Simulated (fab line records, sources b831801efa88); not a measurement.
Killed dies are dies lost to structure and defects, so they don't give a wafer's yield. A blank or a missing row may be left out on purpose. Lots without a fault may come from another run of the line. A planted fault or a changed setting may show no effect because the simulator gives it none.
Problem report in the 8D (eight disciplines) form, filled by code | flow sky130 | the parts of the form that need people (team, actions taken, sign-off) are left out

1. THE PROBLEM
VT_ADJUST_LVTN_TW at SKY_VT_ADJUST_LVTN_TW_MEAS_10 reads a mean of 128.9 on 9 wafers of 3 lots; wafers without a fault read 241.6 with a standard deviation of 1.2. That is -94 standard deviations from the usual mean.
First seen on wafer L567.2, day 8 23:17, on film_metro-01. The record holds 42 wafers of 14 lots with a number at this step. Rule for "out", or "out of limits": more than 4 standard deviations from the usual mean. The other wafers with a number count as sound.

2. WHAT IT IS AND WHAT IT IS NOT
question                    | is                           | is not
which readings at this step | VT_ADJUST_LVTN_TW            | -
which lots                  | L567, L568, L569             | L561, L562, L563, L564, L575, L576, L579, L580, L581, L582, L583
which wafers of those lots  | all that have a number       | -
read on which gauges        | film_metro-01, film_metro-02 | film_metro-03
when                        | from day 8 23:17             | up to then (12 sound wafers); but 21 sound wafers of L575, L576, L579, L580, L581, L582, L583 came after

3. SUSPECTS, AND WHAT RULES EACH OUT
Counting: a tool at a process step up to the reading stays a suspect if it ran every lot that is out and no sound lot after the first of them.
- the gauge at SKY_VT_ADJUST_LVTN_TW_MEAS_10: ruled out. The wafers that are out were read on 2 gauges (film_metro-01, film_metro-02).
- implanter-04 at SKY_VT_ADJUST_LVTN_IMPLANT_08: ruled out as a lasting fault. Sound lots L579 ran on it after its first lot that is out, L567 (day 8 23:03).
Left after counting: nothing in the record.

4. THE CAUSE (what the simulator had put in)
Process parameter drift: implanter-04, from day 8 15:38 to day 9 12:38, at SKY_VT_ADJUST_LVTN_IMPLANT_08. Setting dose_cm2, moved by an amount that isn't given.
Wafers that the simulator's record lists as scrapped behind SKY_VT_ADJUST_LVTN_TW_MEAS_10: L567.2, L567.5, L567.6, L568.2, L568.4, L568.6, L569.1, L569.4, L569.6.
Counting ruled it out, wrongly: the rule takes a fault to strike every lot that its tool runs from its start on, and this one did not.

5. THE CHAIN OF EFFECTS, in route order
Each row: a reading whose mean over the struck wafers that have a number lies more than 3 standard deviations from the usual. Only readings for which the record gives a usual standard deviation are gone through. hours: the time from each lot's start at the first step in this table that gives one to its start at this step, as a median over the lots. sigmas: the change in usual standard deviations.
hours | step                          | reading            | usual    | on struck wafers | change    | sigmas
0     | SKY_VT_ADJUST_LVTN_IMPLANT_08 | dose_ions_cm2      | 1.57e+12 | 1.57e+11         | -1.41e+12 | -99 or more
0     | SKY_VT_ADJUST_LVTN_IMPLANT_08 | faraday_current_uA | 8.88     | 0.88             | -8.00     | -44
0     | SKY_VT_ADJUST_LVTN_TW_MEAS_10 | VT_ADJUST_LVTN_TW  | 241.6    | 128.9            | -112.7    | -94
The process steps in it:
- SKY_VT_ADJUST_LVTN_IMPLANT_08

6. WHAT WOULD HAVE CAUGHT IT SOONER
In this record the first reading out of limits at a measuring or inspecting step was taken at day 8 23:17, 8 hours after the fault began at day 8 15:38.
The tool's own readings at SKY_VT_ADJUST_LVTN_IMPLANT_08 were out on every struck wafer that the step has a row for (dose_ions_cm2, faraday_current_uA): an alarm limit on them would have fired on the first of those.
